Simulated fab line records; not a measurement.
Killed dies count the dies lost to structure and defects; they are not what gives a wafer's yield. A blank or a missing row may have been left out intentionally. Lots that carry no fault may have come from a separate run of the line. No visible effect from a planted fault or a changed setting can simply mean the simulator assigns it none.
A single fault, viewed from 2 desks + flow gf180mcu + what lay behind the numbers comes last; until then each desk has only its own

FROM THE METROLOGY DESK
Means of the sampled wafers that have a number, per lot and without regard to the tool the lot ran on: this is what the gauges read. Marked OUT: a lot whose mean sits more than 4 standard deviations from the usual mean, which makes it out of limits; the brackets give that distance.
Columns: A = cdNm at GF_POLY_GATE_CD_MEAS_10, usual 279.7 nm; B = cdNm at GF_HV_LDD_CD_MEAS_31, usual 400.6 nm
| lot  | first seen here | A     | B     |
|------|-----------------|-------|-------|
| L390 | day 9 11:34     | 281.1 | 402.2 |
| L392 | day 10 07:00    | 281.5 | 400.9 |
| L393 | day 10 13:04    | 279.8 | 402.2 |
| L395 | day 10 23:05    | 278.2 | 402.0 |
| L397 | day 11 11:45    | 281.0 | 400.3 |
| L398 | day 11 19:45    | 279.5 | 401.6 |
| L399 | day 12 03:17    | 280.6 | 398.1 |
| L401 | day 12 18:20    | 280.4 | 399.7 |
| L403 | day 13 06:37    | 281.0 | 399.9 |
| L405 | day 14 00:07    | 281.0 | 397.1 |
| L406 | day 14 05:07    | 279.7 | 401.3 |
| L407 | day 14 13:32    | 281.4 | 401.7 |
| L410 | day 15 08:35    | 278.9 | 403.4 |
Result from this desk: across the 13 lots, nothing is out of limits.

FOR THE TOOL OWNER'S DESK: rieSi-01
The tool's own readings at GF_STI_ETCH_14 (etches Si in HBr/Cl2/O2, target depth 360 nm, time 102.9 s): means of the sampled wafers that have a number, for each lot that ran on this tool. Marked OUT: a lot whose mean sits more than 4 standard deviations from the usual mean, which makes it out of limits; the brackets give that distance.
Columns: A = drypumpMotorCurrentA at GF_STI_ETCH_14, usual 5.7 A; B = mfcCl2Sccm at GF_STI_ETCH_14, usual 40.02 sccm; C = oesProductAu at GF_STI_ETCH_14, usual 0.999 a.u.; D = throttleValvePct at GF_STI_ETCH_14, usual 25.657 %
| lot  | first seen here | A   | B     | C                | D                 |
|------|-----------------|-----|-------|------------------|-------------------|
| L390 | day 2 02:03     | 5.5 | 40.01 | 0.995            | 25.659            |
| L397 | day 3 13:21     | 5.7 | 40.04 | 0.996            | 25.648            |
| L398 | day 3 20:18     | 5.5 | 40.06 | 1.000            | 25.647            |
| L399 | day 4 00:41     | 5.6 | 39.98 | 1.005            | 25.662            |
| L401 | day 4 11:06     | 5.8 | 39.94 | 1.000            | 25.657            |
| L403 | day 4 21:02     | 5.7 | 39.94 | 0.991            | 25.670            |
| L405 | day 5 07:14     | 5.4 | 40.06 | 0.952 (-6.6) OUT | 25.691            |
| L406 | day 5 12:24     | 5.9 | 39.98 | 0.913 (-12) OUT  | 25.722 (+6.5) OUT |
| L407 | day 5 17:41     | 5.9 | 40.08 | 0.964 (-5.0) OUT | 25.677            |
This desk finds L405, L406, L407 out of limits, L405 being first, at day 5 07:14 (oesProductAu at GF_STI_ETCH_14). L390, L397, L398, L399, L401, L403 stayed within limits.

BROUGHT TOGETHER
The tool owner's desk could have raised an alarm at day 5 07:14, on L405, L406, L407.
At the metrology desk, nothing out of limits was observed.
The metrology desk has L405, L406, L407 on record, within its limits.
The lots listed all ran GF_STI_ETCH_14 on rieSi-01.

WHAT HAD BEEN PUT IN BY THE SIMULATOR
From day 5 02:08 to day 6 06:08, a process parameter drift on rieSi-01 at GF_STI_ETCH_14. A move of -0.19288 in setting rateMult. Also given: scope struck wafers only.
Struck lots among those shown: L405, L406, L407.
Hours from the fault's start to each desk's first reading out of limits: the tool owner's desk, 5.
